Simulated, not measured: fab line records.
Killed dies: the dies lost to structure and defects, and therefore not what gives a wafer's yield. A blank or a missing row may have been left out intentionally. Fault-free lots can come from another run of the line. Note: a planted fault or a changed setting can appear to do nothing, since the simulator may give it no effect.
One fault through the eyes of 2 desks	flow sky130	numbers are kept per desk, each desk with only its own; the story behind them comes last

FOR THE TOOL OWNER'S DESK: rie-diel-03
The tool's own readings at SKY_SPACER_ETCHBACK_02 (etches Si3N4 in CH3F/O2, stops on SiO2, time 46.7 s, target depth 45 nm): means of the sampled wafers that have a number, for each lot that ran on this tool. The brackets show how far a lot's mean lies from the usual mean; more than 4 standard deviations puts the lot out of limits, marked OUT.
Columns: A = drypump-motor-current-A at SKY_SPACER_ETCHBACK_02, usual 5.6 A; B = oes-product-au at SKY_SPACER_ETCHBACK_02, usual 0.853 a.u.; C = throttle-valve-pct at SKY_SPACER_ETCHBACK_02, usual 10.562 %
lot	first seen here	A	B	C
L366	day 25 07:14	5.7	0.859	10.565
L372	day 27 05:23	5.9	0.850	10.561
L381	day 29 23:16	5.7	0.860	10.571
This desk's verdict: no lot among the 3 shows anything out of limits.

FROM THE METROLOGY DESK
What the gauges read for every lot (on any tool): the sampled wafers with a number, averaged. The brackets show how far a lot's mean lies from the usual mean; more than 4 standard deviations puts the lot out of limits, marked OUT.
Columns: A = cd-nm at SKY_POLY_GATE_CD_MEAS_22, usual 149.3 nm; B = LDD_P_OVL at SKY_LDD_P_OVL_MEAS_08, usual 0.6 nm
lot	first seen here	A	B
L360	day 16 10:40	149.9	-0.5
L361	day 16 17:45	148.5	-0.7
L366	day 18 19:28	147.4	1.2
L372	day 20 18:30	147.9	1.5
L373	day 21 09:56	148.4	0.9
L374	day 21 20:04	151.3	1.0
L375	day 22 09:59	148.7	1.5
L376	day 22 12:31	150.3	1.2
L380	day 23 15:47	148.9	0.8
L381	day 23 19:22	151.7	1.0
L383	day 25 00:56	147.5	0.5
This desk's verdict: no lot among the 11 shows anything out of limits.

TAKEN TOGETHER
The desk of the tool owner found nothing out of limits.
At the metrology desk, nothing out of limits was observed.

WHAT WAS PUT IN BY THE SIMULATOR
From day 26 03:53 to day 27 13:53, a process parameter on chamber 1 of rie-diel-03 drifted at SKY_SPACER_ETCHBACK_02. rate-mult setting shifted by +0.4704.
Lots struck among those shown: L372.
